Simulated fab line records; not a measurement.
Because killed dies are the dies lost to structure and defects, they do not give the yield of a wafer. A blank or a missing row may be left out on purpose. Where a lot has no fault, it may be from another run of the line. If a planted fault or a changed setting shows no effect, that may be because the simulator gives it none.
Matching of chambers + flow gf180mcu + GF_STI_ETCH_14 on rie si-02: 4 sister chambers
The step etches Si in HBr/Cl2/O2, target depth 360 nm, time 102.9 s. 16 wafers are shown with their chamber, then 8 later ones without.

EACH WAFER AND ITS CHAMBER
| wafer  | chamber | throttle valve pct (%) | oes product au (a.u.) | mfc cl2 sccm (sccm) |
|--------|---------|------------------------|-----------------------|---------------------|
| L483.2 | 0       | 25.655                 | 1.006                 | 40.03               |
| L483.5 | 2       | 25.642                 | 1.020                 | 39.83               |
| L483.6 | 1       | 25.673                 | 0.997                 | 39.71               |
| L484.2 | 2       | 25.654                 | 0.998                 | 40.10               |
| L484.3 | 0       | 25.646                 | 1.009                 | 40.09               |
| L484.6 | 2       | 25.662                 | 1.009                 | 40.06               |
| L485.3 | 2       | 25.672                 | 1.001                 | 40.03               |
| L485.5 | 2       | 25.657                 | 0.999                 | 40.01               |
| L485.6 | 1       | 25.681                 | 1.004                 | 40.10               |
| L488.3 | 0       | 25.638                 | 1.009                 | 40.11               |
| L488.4 | 3       | 25.655                 | 1.005                 | 40.18               |
| L488.6 | 1       | 25.658                 | 1.008                 | 40.32               |
| L496.1 | 1       | 25.661                 | 0.994                 | 39.95               |
| L496.3 | 2       | 25.660                 | 1.003                 | 39.96               |
| L496.4 | 3       | 25.672                 | 0.997                 | 40.03               |
| L499.2 | 2       | 25.652                 | 0.999                 | 39.93               |

SIGNATURES, as means of the wafers listed above
| reading            | chamber 0 | chamber 1 | chamber 2 | chamber 3 | scatter within a chamber |
|--------------------|-----------|-----------|-----------|-----------|--------------------------|
| throttle valve pct | 25.64633  | 25.66825  | 25.65700  | 25.66350  | 0.00979                  |
| oes product au     | 1.00800   | 1.00075   | 1.00414   | 1.00100   | 0.00669                  |
| mfc cl2 sccm       | 40.0767   | 40.0200   | 39.9886   | 40.1050   | 0.148                    |
Rule: for each reading, subtract the chamber's mean from the wafer's reading, divide by that reading's scatter and square the result; add these up over the readings and take the root, which gives the wafer's distance from the chamber. The wafer belongs to the nearest chamber; if the next one is less than 2 further off, it can't be placed. The scatter: take each reading less its chamber's mean, square it, sum over the shown wafers, divide by the number of wafers less the number of chambers, and take the root.

WAFERS MISSING THEIR CHAMBER
| wafer  | throttle valve pct (%) | oes product au (a.u.) | mfc cl2 sccm (sccm) |
|--------|------------------------|-----------------------|---------------------|
| L499.3 | 25.650                 | 0.997                 | 39.89               |
| L499.6 | 25.653                 | 1.000                 | 40.00               |
| L501.1 | 25.652                 | 1.010                 | 40.08               |
| L501.3 | 25.661                 | 1.006                 | 39.75               |
| L501.6 | 25.656                 | 0.996                 | 39.84               |
| L503.1 | 25.646                 | 1.003                 | 39.79               |
| L503.2 | 25.653                 | 1.001                 | 39.98               |
| L503.5 | 25.669                 | 1.010                 | 39.98               |

WHICH CHAMBER EACH WENT THROUGH
| wafer  | from the rows above               | in truth |
|--------|-----------------------------------|----------|
| L499.3 | can't be placed: 2 or 3 or 0 or 1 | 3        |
| L499.6 | can't be placed: 2 or 3 or 0 or 1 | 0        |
| L501.1 | can't be placed: 0 or 2 or 3 or 1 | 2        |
| L501.3 | can't be placed: 2 or 1 or 3 or 0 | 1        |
| L501.6 | can't be placed: 2 or 1 or 3 or 0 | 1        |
| L503.1 | can't be placed: 2 or 0 or 1 or 3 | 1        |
| L503.2 | can't be placed: 2 or 3 or 0 or 1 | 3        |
| L503.5 | can't be placed: 1 or 2 or 3 or 0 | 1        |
0 of 8 placed correctly. Can't be placed from these rows: 8 (the true chamber is among the candidates in 8). Placed wrongly: 0.
